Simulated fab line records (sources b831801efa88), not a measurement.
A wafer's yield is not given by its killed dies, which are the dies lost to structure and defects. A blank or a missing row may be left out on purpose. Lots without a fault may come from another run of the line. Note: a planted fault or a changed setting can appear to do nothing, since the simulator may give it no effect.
Which of the tools did it? | flow sky130 | 18 wafers from 6 lots sampled at 2 of the route's 708 steps

WHAT THE GAUGES SHOWED, per wafer
SKY_VT_ADJUST_LVTN_TW_MEAS_10.
lot  | measured     | on            | VT_ADJUST_LVTN_TW
L545 | day 7 18:08  | film-metro-03 | 238.2 238.1 237.7
L547 | day 8 08:29  | film-metro-03 | 239.8 239.3 240.2
L549 | day 8 19:29  | film-metro-04 | 242.1 241.3 243.0
L551 | day 9 12:18  | film-metro-04 | 244.5 243.3 244.2
L554 | day 10 06:20 | film-metro-04 | 244.3 243.5 243.6
L560 | day 11 21:51 | film-metro-02 | 240.0 238.1 238.2

EACH LOT AND THE TOOL THAT RAN IT (in order: tool; ch and the chambers of the sampled wafers; start)
lot  | SKY_VT_ADJUST_LVTN_IMPLANT_08
L545 | implanter-03 ch 0, day 7 17:54
L547 | implanter-04 ch 0, day 8 08:14
L549 | implanter-01 ch 0, day 8 19:14
L551 | implanter-03 ch 0, day 9 12:04
L554 | implanter-01 ch 0, day 10 06:06
L560 | implanter-04 ch 0, day 11 21:38
- SKY_VT_ADJUST_LVTN_IMPLANT_08

THE ANSWER, worked out from the rows above alone
Rule: usual is defined by the lots themselves. The widest of any qualifying gaps counts: lots, ordered by their means at a reading, are off when they make up no more than a third of the lots, leave a main group of 4 or more, and stand apart from it by 3 or more times the standard deviation of that group's means. A main group is skipped when, at the precision printed for the reading in the tables above, its means are all equal. A lot without any number at a reading at which 4 lots or more have one is off too. Any other lot the step has rows for is counted as sound.
Across all readings shown, no lot is off: no conclusion can be drawn from this.

WHAT WAS PUT IN BY THE SIMULATOR
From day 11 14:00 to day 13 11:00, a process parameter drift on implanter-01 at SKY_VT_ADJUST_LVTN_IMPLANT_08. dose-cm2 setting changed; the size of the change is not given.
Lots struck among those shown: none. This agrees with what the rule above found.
